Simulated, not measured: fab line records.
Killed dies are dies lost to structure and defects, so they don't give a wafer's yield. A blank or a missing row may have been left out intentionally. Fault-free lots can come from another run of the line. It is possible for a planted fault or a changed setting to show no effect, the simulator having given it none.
fab line records | flow sky130
[record] lots = 6 wafers = 18 lastDay = 50
route steps=708 shown RES_XHIGH@340 SD_N@342 SD_P@359 PAD_OPEN@708
lots that met no fault: taken from a fault-free run of the same line
startH: the number of hours between the record's first day and the start of the first shown wafer of the lot | waitH: hours from the lot's prior step to this one | " unchanged from the row above | L1.1+2: several wafers, shown together as one row | - no value, or no start given | * or withheld: withheld | < > ~ a bound
route shown NAME@n: NAME is a module with steps in the file, n the number in the route of the first one | usual: average and standard deviation across the fault-free wafers | same: alike in all rows | chamber/n: place in a boat | sites: readings site by site | _std_site: standard deviation of those values | _edge_site: inner sites' mean taken away from outer sites' mean | radiusMm: for every site, how far away it sits from the centre of the wafer | mask NAME#n: copy n | behind: the most recent tool/chamber to have shaped the wafer | hold: why the lot was held/for how many hours/how that ended | device: the transistor (n, p or np) that didn't switch | end of line: the tests these same wafers got at the end of their route | a step given without rows: its recipe and nothing more | killed: the dies lost at the first sort to structure and to defects; this is not the yield of the wafer | map: dies across one wafer; x = killed, . = not, _ = none there
set.NAME: the setting that was run; set.NAME@STEP: the one run at that earlier step | model.NAME: the simulator's own value behind a step, which no gauge read
lots seen at some steps along the route; tables by step, rows by wafer
services: when a tool's chamber went out of use (startH, in hours from the record's first day, below 0 if earlier), for how many hours, and the reason
[[steps]]
[step SKY_RES_XHIGH_STRIP_08]
[recipe] chemistry = O2/N2 powerW = 1400 pressureMtorr = 1500 platenTempC = withheld o2FlowSccm = 3000 n2FlowSccm = 300 overashFraction = 0.5
[usual] drypumpMotorCurrentA = 5.8/0.44 oesProductAu = 0.710/0.0043 stripTimeToEndpointS = 14.28/0.05
// columns lot.wafer tool chamber startH waitH drypumpMotorCurrentA oesProductAu rfHoursCounterH stripTimeToEndpointS
L624.2 plasmaAsher-04 1 683.83 0.1 4.8 0.711 54 14.27
L624.4 " 0 " " 6.3 0.707 - 14.24
L624.6 " 0 " " 6.3 0.709 - 14.30
L626.2 plasmaAsher-03 0 686.14 0.1 6.2 0.715 88 14.20
L626.3 " 0 " " 6.2 0.703 - 14.22
L626.5 " 1 " " 5.8 0.718 - 14.20
L634.2 plasmaAsher-01 0 739.38 0.1 5.6 0.708 31 14.22
L634.4 " 1 " " 5.9 0.712 - 14.19
L634.5 " 0 " " 5.6 0.706 - 14.24
L635.1 plasmaAsher-01 1 743.98 0.1 5.9 0.702 31 14.25
L635.2 " 0 " " 5.6 0.705 31 14.22
L635.3 " 0 " " 5.6 0.708 - 14.19
L638.1 plasmaAsher-04 1 784.54 0.1 4.8 0.707 64 14.33
L638.3 " 1 " " 4.8 0.716 - 14.32
L638.6 " 0 " " 6.3 0.711 - 14.29
L642.1 plasmaAsher-03 0 807.19 0.1 6.2 0.716 100 14.22
L642.4 " 0 " " 6.2 0.705 - 14.21
L642.6 " 1 " " 5.8 0.712 - 14.24
[step SKY_RES_XHIGH_TW_MEAS_09]
[usual] RES_XHIGH_TW = 1649/13
// columns lot.wafer tool chamber startH waitH RES_XHIGH_TW
L624.2 filmMetro-02 - 683.94 0.1 1646
L624.4 " - " " 1646
L624.6 " - " " 1644
L626.2 filmMetro-01 - 686.25 0.1 1678
L626.3 " - " " 1673
L626.5 " - " " 1673
L634.2 filmMetro-03 - 739.49 0.1 1638
L634.4 " - " " 1644
L634.5 " - " " 1632
L635.1 filmMetro-03 - 744.08 0.1 1640
L635.2 " - " " 1641
L635.3 " - " " 1639
L638.1 filmMetro-03 - 784.64 0.1 1640
L638.3 " - " " 1646
L638.6 " - " " 1637
L642.1 filmMetro-03 - 807.29 0.1 1642
L642.4 " - " " 1637
L642.6 " - " " 1635
[step SKY_SD_N_DEHYDRATE_00]
[recipe] tempC = 200 timeS = 60
[step SKY_SD_N_HMDS_01]
[recipe] primeTimeS = 60 primeTempC = 120
[step SKY_SD_N_COAT_02]
[recipe] resist = NOVOLAK spinRpm = 3000 resistThkNm = 1140
[step SKY_SD_N_SOFTBAKE_03]
[recipe] tempC = 90 timeS = 60 resist = NOVOLAK
[step SKY_SD_N_EXPOSE_04]
[recipe] maskId = NSDM na = 0.6 sourceShape = conventional sigmaOuter = 0.6 polarization = unpolarized targetCdNm = 380 doseMj = 141
[step SKY_SD_N_PEB_05]
[recipe] tempC = withheld timeS = * resist = NOVOLAK
[step SKY_SD_N_DEVELOP_06]
[recipe] resist = NOVOLAK developer = TMAH developTimeS = 60 devTempC = 23
[step SKY_SD_N_CD_MEAS_07]
[recipe] targetCdNm = 380
[usual] cdNm = 379.5/2.4
// columns lot.wafer tool chamber startH waitH cdNm
L624.2 cdSem-01 - 711.71 0.1 378.1
L624.4 " - " " 378.7
L624.6 " - " " 378.9
L626.2 cdSem-01 - 713.47 0.1 379.9
L626.3 " - " " 381.7
L626.5 " - " " 379.8
L634.2 cdSem-02 - 766.31 0.1 379.9
L634.4 " - " " 374.0
L634.5 " - " " 376.9
L635.1 cdSem-01 - 770.88 0.1 381.6
L635.2 " - " " 378.6
L635.3 " - " " 382.4
L638.1 cdSem-01 - 811.28 0.1 376.0
L638.3 " - " " 376.2
L638.6 " - " " 377.5
L642.1 cdSem-02 - 833.20 0.1 380.1
L642.4 " - " " 379.7
L642.6 " - " " 380.1
[step SKY_SD_N_OVL_MEAS_08]
[usual] SD_N_OVL = -1.1/1.4
// columns lot.wafer tool chamber startH waitH SD_N_OVL[nm]
L624.2 overlay-02 - 711.82 0.1 -1.0
L624.4 " - " " 0.2
L624.6 " - " " 0.7
L626.2 overlay-01 - 713.57 0.1 -1.4
L626.3 " - " " -1.7
L626.5 " - " " -0.6
L634.2 overlay-02 - 766.42 0.1 -2.9
L634.4 " - " " -0.6
L634.5 " - " " 0.3
L635.1 overlay-02 - 771.00 0.1 -2.7
L635.2 " - " " -0.6
L635.3 " - " " -2.0
L638.1 overlay-02 - 811.40 0.1 -1.5
L638.3 " - " " -0.6
L638.6 " - " " -1.1
L642.1 overlay-01 - 833.32 0.1 -0.8
L642.4 " - " " 0.1
L642.6 " - " " -0.4
[step SKY_SD_N_IMPLANT_09]
[recipe] species = As energyKev = 50 doseCm2 = 4e+15 tiltDeg = 0
[step SKY_SD_N_IMPLANT_10]
[recipe] species = P energyKev = 20 doseCm2 = 1e+14 tiltDeg = 0
[usual] beamOnS = 10.9/0.55 doseIonsCm2 = 1.0001e+14/9.7e+10
// columns lot.wafer tool chamber startH waitH beamOnS doseIonsCm2
L624.2 implanter-04 0 712.02 0.1 19.7 1.713e+14
L624.4 " 0 " " 19.3 1.7125e+14
L624.6 " 0 " " 19.6 1.7125e+14
L626.2 implanter-04 0 713.78 0.1 19.9 1.713e+14
L626.3 " 0 " " 20.5 1.7153e+14
L626.5 " 0 " " 19.7 1.711e+14
L634.2 implanter-01 0 766.62 0.1 10.1 1.0005e+14
L634.4 " 0 " " 10.3 1.0003e+14
L634.5 " 0 " " 10.1 1.001e+14
L635.1 implanter-04 0 771.18 0.1 11.0 1.0005e+14
L635.2 " 0 " " 11.5 1.0016e+14
L635.3 " 0 " " 11.4 1.0019e+14
L638.1 implanter-01 0 811.58 0.1 10.3 1.0013e+14
L638.3 " 0 " " 10.7 1.0016e+14
L638.6 " 0 " " 10.3 1.0007e+14
L642.1 implanter-03 0 833.50 0.1 10.6 1.0004e+14
L642.4 " 0 " " 10.6 9.989e+13
L642.6 " 0 " " 10.9 9.989e+13
[step SKY_SD_N_STRIP_11]
[recipe] chemistry = O2/N2 powerW = 1400 pressureMtorr = 1500 platenTempC = withheld o2FlowSccm = 3000 n2FlowSccm = 300 overashFraction = 0.5
[usual] drypumpMotorCurrentA = 5.7/0.36 oesProductAu = 0.527/0.0047 stripTimeToEndpointS = 22.55/0.05
// columns lot.wafer tool chamber startH waitH drypumpMotorCurrentA oesProductAu rfHoursCounterH stripTimeToEndpointS
L624.2 plasmaAsher-02 1 712.15 0.1 5.8 0.517 103 22.57
L624.4 " 0 " " 5.1 0.525 - 22.61
L624.6 " 1 " " 5.8 0.525 - 22.62
L626.2 plasmaAsher-03 0 713.90 0.1 6.2 0.522 91 22.58
L626.3 " 1 " " 5.8 0.527 - 22.59
L626.5 " 1 " " 5.8 0.530 - 22.59
L634.2 plasmaAsher-03 0 766.75 0.1 6.2 0.531 96 22.61
L634.4 " 0 " " 6.2 0.525 - 22.63
L634.5 " 1 " " 5.8 0.535 - 22.58
L635.1 plasmaAsher-02 0 771.33 0.1 5.1 0.527 3 22.52
L635.2 " 1 " " 5.9 0.528 3 22.56
L635.3 " 0 " " 5.2 0.520 - 22.58
L638.1 plasmaAsher-02 0 811.73 0.1 5.1 0.531 7 22.53
L638.3 " 0 " " 5.2 0.521 - 22.52
L638.6 " 1 " " 5.9 0.522 - 22.48
L642.1 plasmaAsher-02 1 833.65 0.1 5.9 0.531 9 22.57
L642.4 " 1 " " 5.9 0.532 - 22.60
L642.6 " 1 " " 5.9 0.529 - 22.58
[step SKY_SD_N_TW_MEAS_12]
[usual] SD_N_TW = 3994/28
// columns lot.wafer tool chamber startH waitH SD_N_TW
L624.2 filmMetro-02 - 712.26 0.1 3978
L624.4 " - " " 3966
L624.6 " - " " 3991
L626.2 filmMetro-01 - 714.01 0.1 4009
L626.3 " - " " 4020
L626.5 " - " " 4000
L634.2 filmMetro-03 - 766.86 0.1 3964
L634.4 " - " " 3959
L634.5 " - " " 3959
L635.1 filmMetro-03 - 771.43 0.1 3983
L635.2 " - " " 3956
L635.3 " - " " 3976
L638.1 filmMetro-01 - 811.83 0.1 4030
L638.3 " - " " 4042
L638.6 " - " " 4032
L642.1 filmMetro-02 - 833.75 0.1 3981
L642.4 " - " " 3975
L642.6 " - " " 3978
[step SKY_SD_N_CLEAN_13]
[recipe] chemistry = SC1/SC2 mix = 1:4:20 tempC = 70 timeS = 150 dry = n2Spin
[step SKY_SD_N_RTA_14]
[recipe] tempC = 1075 timeS = 2 idleTempC = 650 rampUpCPerS = 150 rampDownCPerS = 90 ambient = N2
[usual] lampPowerPct = 15.73/0.055 rampUpCPerS = 150.00/0.028 wafer_temp_C_max = 1078.0/1.3
// columns lot.wafer tool chamber startH waitH lampPowerPct rampUpCPerS wafer_temp_C_max
L624.2 rtpAnneal-01 0 712.37 0.0 15.86 150.03 1078.4
L624.4 " 0 " " 15.68 150.04 1078.6
L624.6 " 0 " " 15.81 150.00 1079.8
L626.2 rtpAnneal-02 0 714.12 0.0 15.72 150.03 1077.4
L626.3 " 0 " " 15.75 150.09 1077.6
L626.5 " 0 " " 15.69 150.00 1076.8
L634.2 rtpAnneal-01 0 766.97 0.0 15.71 150.02 1078.1
L634.4 " 0 " " 15.73 149.94 1078.6
L634.5 " 0 " " 15.76 150.03 1076.9
L635.1 rtpAnneal-02 0 771.54 0.0 15.77 149.99 1079.7
L635.2 " 0 " " 15.80 149.98 1078.2
L635.3 " 0 " " 15.71 149.99 1078.2
L638.1 rtpAnneal-01 0 811.94 0.0 15.74 150.00 1077.1
L638.3 " 0 " " 15.75 150.04 1077.5
L638.6 " 0 " " 15.80 150.02 1077.5
L642.1 rtpAnneal-01 0 833.86 0.0 15.73 149.95 1077.5
L642.4 " 0 " " 15.78 149.96 1079.0
L642.6 " 0 " " 15.72 149.98 1078.6
[step SKY_SD_N_RS_MEAS_16]
[recipe] thkMeasGauge = four-point-probe
[usual] SD_N_RS = 68.52/0.13
// columns lot.wafer tool chamber startH waitH SD_N_RS[ohm/sq]
L624.2 filmMetro-03 - 712.55 0.1 66.80
L624.4 " - " " 66.58
L624.6 " - " " 66.69
L626.2 filmMetro-03 - 714.31 0.1 66.63
L626.3 " - " " 66.70
L626.5 " - " " 66.65
L634.2 filmMetro-02 - 767.15 0.1 68.57
L634.4 " - " " 68.48
L634.5 " - " " 68.55
L635.1 filmMetro-02 - 771.72 0.1 68.70
L635.2 " - " " 68.60
L635.3 " - " " 68.50
L638.1 filmMetro-03 - 812.12 0.1 68.41
L638.3 " - " " 68.50
L638.6 " - " " 68.52
L642.1 filmMetro-01 - 834.04 0.1 68.47
L642.4 " - " " 68.68
L642.6 " - " " 68.44
[step SKY_SD_N_RS_MEAS_17]
[recipe] thkMeasGauge = four-point-probe
[usual] SD_P_RS = 148.2/0.42
// columns lot.wafer tool chamber startH waitH SD_P_RS[ohm/sq]
L624.2 filmMetro-03 - 712.67 0.1 148.1
L624.4 " - " " 148.5
L624.6 " - " " 148.2
L626.2 filmMetro-03 - 714.43 0.1 149.1
L626.3 " - " " 148.5
L626.5 " - " " 149.0
L634.2 filmMetro-02 - 767.27 0.1 148.4
L634.4 " - " " 148.0
L634.5 " - " " 148.0
L635.1 filmMetro-02 - 771.84 0.1 148.7
L635.2 " - " " 148.8
L635.3 " - " " 148.7
L638.1 filmMetro-03 - 812.24 0.1 147.8
L638.3 " - " " 147.9
L638.6 " - " " 148.0
L642.1 filmMetro-01 - 834.16 0.1 148.4
L642.4 " - " " 148.0
L642.6 " - " " 148.1
[step SKY_PAD_OPEN_PROBE_99]
[usual] killed_at_M0_to_M3 = 43/7.4 killed_at_M4_up = 3.1/1.8 killedAtContacts = 26/5.6 killedAtFrontEnd = 15/4.9 killedAtOther = 0.2/0.44 killedDies = 87/10 killedOpen = 48/7.6 killedShort = 39/6.2
[same] grossDies = 492 killedAtBackSide = 0
// columns lot.wafer tool chamber startH waitH killed_at_M0_to_M3 killed_at_M4_up killedAtContacts killedAtFrontEnd killedAtOther killedDies killedOpen killedShort model.etest.resNdiff.rsOhmSq
L624.2 prober-01 - 1121.90 0.1 40 5 19 22 0 86 36 50 116.5
L624.4 prober-01 - 1122.00 0.2 41 2 21 19 1 84 46 36 116.2
L624.6 prober-01 - 1122.10 0.2 46 2 29 19 1 97 54 43 115.8
L626.2 prober-02 - 1122.61 0.1 50 4 22 17 1 94 56 37 119.3
L626.3 prober-02 - 1122.66 0.2 35 5 22 14 1 77 39 37 119
L626.5 prober-02 - 1122.76 0.2 34 5 28 18 0 85 49 36 119.7
L634.2 prober-02 - 1161.02 0.1 33 2 34 12 0 81 44 37 121.3
L634.4 prober-02 - 1161.12 0.2 45 3 23 14 0 85 50 35 121.9
L634.5 prober-02 - 1161.17 0.2 45 1 26 25 1 98 55 41 121.9
L635.1 prober-01 - 1162.88 0.1 66 1 17 26 1 111 59 52 120.5
L635.2 prober-01 - 1162.93 0.1 46 2 24 9 1 82 40 41 118.7
L635.3 prober-01 - 1162.98 0.2 53 4 31 8 1 97 51 45 119.4
L638.1 prober-02 - 1188.38 0.1 47 5 28 13 0 93 54 39 119.7
L638.3 prober-02 - 1188.48 0.2 51 7 29 8 1 96 55 41 119.6
L638.6 prober-02 - 1188.63 0.2 29 1 18 10 0 58 33 25 120.4
L642.1 prober-01 - 1201.60 0.1 39 2 31 12 0 84 47 37 119
L642.4 prober-01 - 1201.75 0.2 42 2 26 11 0 81 45 36 119.8
L642.6 prober-01 - 1201.85 0.2 58 1 26 17 0 102 57 44 119.2
// killed by level:class
L624.2 VIA2:geometricParticle:open=10 LI_CONTACT:geometricParticle:open=8 POLY_GATE:geometricParticle:short=7 VIA2:geometricParticle:short=7 VIA1:geometricParticle:open=6 FIELD_ISO:geometricParticle:short=5 POLY_GATE:geometricParticle:open=5 CONTACT:geometricParticle:short=5
L624.4 CONTACT:geometricParticle:open=15 VIA3:geometricParticle:open=8 METAL2:geometricParticle:short=8 VIA2:geometricParticle:open=6 FIELD_ISO:geometricParticle:short=5 POLY_GATE:geometricParticle:short=5 VIA1:geometricParticle:open=5 FIELD_ISO:geometricParticle:open=4
L624.6 CONTACT:geometricParticle:open=13 VIA1:geometricParticle:open=11 VIA2:geometricParticle:open=8 CONTACT:geometricParticle:short=7 FIELD_ISO:geometricParticle:open=7 METAL2:geometricParticle:short=7 FIELD_ISO:geometricParticle:short=5 LI_CONTACT:geometricParticle:open=4
L626.2 VIA1:geometricParticle:open=16 VIA2:geometricParticle:open=9 POLY_GATE:geometricParticle:short=8 VIA3:geometricParticle:open=8 LI_CONTACT:geometricParticle:open=6 CONTACT:geometricParticle:open=5 METAL2:geometricParticle:short=5 FIELD_ISO:geometricParticle:open=4
L626.3 FIELD_ISO:geometricParticle:open=8 LOCAL_INTERCONNECT:geometricParticle:short=8 VIA1:geometricParticle:open=8 METAL1:geometricParticle:short=6 VIA2:geometricParticle:open=4 CONTACT:geometricParticle:open=4 METAL3:geometricParticle:short=4 FIELD_ISO:geometricParticle:short=3
L626.5 VIA1:geometricParticle:open=9 LI_CONTACT:geometricParticle:open=8 CONTACT:geometricParticle:open=8 VIA2:geometricParticle:open=7 FIELD_ISO:geometricParticle:open=6 FIELD_ISO:geometricParticle:short=6 METAL4:geometricParticle:short=5 LOCAL_INTERCONNECT:geometricParticle:short=4
L634.2 VIA1:geometricParticle:open=9 LOCAL_INTERCONNECT:geometricParticle:short=8 LI_CONTACT:geometricParticle:open=7 VIA3:geometricParticle:open=7 CONTACT:geometricParticle:open=7 POLY_GATE:geometricParticle:short=5 LI_CONTACT:geometricParticle:short=5 VIA1:geometricParticle:short=5
L634.4 VIA1:geometricParticle:open=14 CONTACT:geometricParticle:open=11 VIA2:geometricParticle:open=9 FIELD_ISO:geometricParticle:short=5 LI_CONTACT:geometricParticle:open=4 VIA1:geometricParticle:short=4 CONTACT:geometricParticle:short=4 METAL3:geometricParticle:short=4
L634.5 VIA1:geometricParticle:open=17 POLY_GATE:geometricParticle:short=8 CONTACT:geometricParticle:short=8 VIA3:geometricParticle:open=8 CONTACT:geometricParticle:open=6 POLY_GATE:geometricParticle:open=6 LI_CONTACT:geometricParticle:open=6 FIELD_ISO:geometricParticle:open=4
L635.1 METAL1:geometricParticle:short=12 VIA1:geometricParticle:open=12 VIA2:geometricParticle:open=9 POLY_GATE:geometricParticle:open=8 VIA1:geometricParticle:short=8 METAL2:geometricParticle:short=8 FIELD_ISO:geometricParticle:open=7 LI_CONTACT:geometricParticle:open=7
L635.2 VIA3:geometricParticle:open=8 VIA1:geometricParticle:open=8 CONTACT:geometricParticle:open=6 CONTACT:geometricParticle:short=6 VIA1:geometricParticle:short=6 VIA2:geometricParticle:open=6 LI_CONTACT:geometricParticle:open=5 METAL1:geometricParticle:short=5
L635.3 VIA3:geometricParticle:open=9 METAL1:geometricParticle:short=8 LI_CONTACT:geometricParticle:open=8 VIA1:geometricParticle:open=8 CONTACT:geometricParticle:open=7 CONTACT:geometricParticle:short=7 METAL2:geometricParticle:short=6 VIA1:geometricParticle:short=5
L638.1 LI_CONTACT:geometricParticle:open=11 VIA1:geometricParticle:open=10 CONTACT:geometricParticle:open=9 METAL1:geometricParticle:short=8 VIA2:geometricParticle:open=7 METAL2:geometricParticle:short=6 POLY_GATE:geometricParticle:open=5 METAL4:geometricParticle:short=4
L638.3 VIA1:geometricParticle:open=11 LI_CONTACT:geometricParticle:open=9 VIA2:geometricParticle:open=8 METAL1:geometricParticle:short=7 CONTACT:geometricParticle:open=6 VIA3:geometricParticle:open=5 METAL4:geometricParticle:short=5 LOCAL_INTERCONNECT:geometricParticle:short=5
L638.6 CONTACT:geometricParticle:open=8 VIA1:geometricParticle:open=6 VIA2:geometricParticle:open=6 LI_CONTACT:geometricParticle:open=5 POLY_GATE:geometricParticle:short=4 VIA1:geometricParticle:short=4 VIA3:geometricParticle:open=4 METAL1:geometricParticle:short=3
L642.1 CONTACT:geometricParticle:open=9 VIA1:geometricParticle:open=8 METAL2:geometricParticle:short=6 LOCAL_INTERCONNECT:geometricParticle:short=6 VIA3:geometricParticle:open=6 FIELD_ISO:geometricParticle:open=5 CONTACT:geometricParticle:short=5 FIELD_ISO:geometricParticle:short=4
L642.4 VIA1:geometricParticle:open=12 LI_CONTACT:geometricParticle:open=9 CONTACT:geometricParticle:open=7 VIA3:geometricParticle:open=7 CONTACT:geometricParticle:short=6 METAL1:geometricParticle:short=6 POLY_GATE:geometricParticle:open=4 VIA1:geometricParticle:short=4
L642.6 VIA1:geometricParticle:open=19 CONTACT:geometricParticle:open=9 METAL2:geometricParticle:short=8 FIELD_ISO:geometricParticle:open=6 LI_CONTACT:geometricParticle:open=6 VIA2:geometricParticle:open=6 LOCAL_INTERCONNECT:geometricParticle:short=5 METAL1:geometricParticle:short=5
[[services]]
// columns tool chamber startH hours kind
implanter-01 - 668.16 2.5 repair
plasmaAsher-01 - 673.62 3.8 repair
implanter-03 - 680.61 4.1 pm
implanter-04 - 697.67 2.7 repair
implanter-04 - 718.24 0.8 repair
plasmaAsher-02 - 733.75 9.0 pm
plasmaAsher-02 0 733.75 9.0 ventCycle
plasmaAsher-02 1 733.75 9.0 ventCycle
plasmaAsher-03 - 739.03 3.2 repair
implanter-03 - 741.02 10.5 repair
plasmaAsher-02 0 742.75 - clean
plasmaAsher-02 1 742.75 - clean
implanter-03 - 751.49 3.4 pm
plasmaAsher-04 - 790.65 12.4 repair
implanter-04 - 792.39 1.4 repair
plasmaAsher-04 - 813.94 10.0 pm
plasmaAsher-01 - 823.24 0.4 repair
[[key]]
[firstSign] step = SKY_SD_N_IMPLANT_10 reading = doseIonsCm2 direction = up sigmas = 99+ usual = * struck = *
[effect] step = SKY_SD_N_IMPLANT_10 reading = beamOnS direction = up sigmas = 16 usual = 10.9 struck = 19.8
[effect] step = SKY_SD_N_RS_MEAS_16 reading = SD_N_RS direction = down sigmas = 14 usual = 68.52 struck = 66.68
[modelEffect] step = SKY_PAD_OPEN_PROBE_99 value = etest.resNdiff.rsOhmSq without = 119.8 struck = 117.8
metAt SKY_SD_N_IMPLANT_10
struckWafers L624.2,L624.4,L624.6,L626.2,L626.3,L626.5
testerLeftOut L624,L626
[fault] kind = processParameterDrift tool = implanter-04 chamber = - onsetH = 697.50 steps = SKY_SD_N_IMPLANT_10 channel = doseCm2 offset = * shape = step endH = 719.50 actsIn = * stated = *
// testerLeftOut: of these lots the tester's yield and bins aren't shown, on N5 and GAA mostly nor the transistor test; their killed dies are dies lost to structure and defects alone, not to doping, threshold or leakage, so they don't give the yield
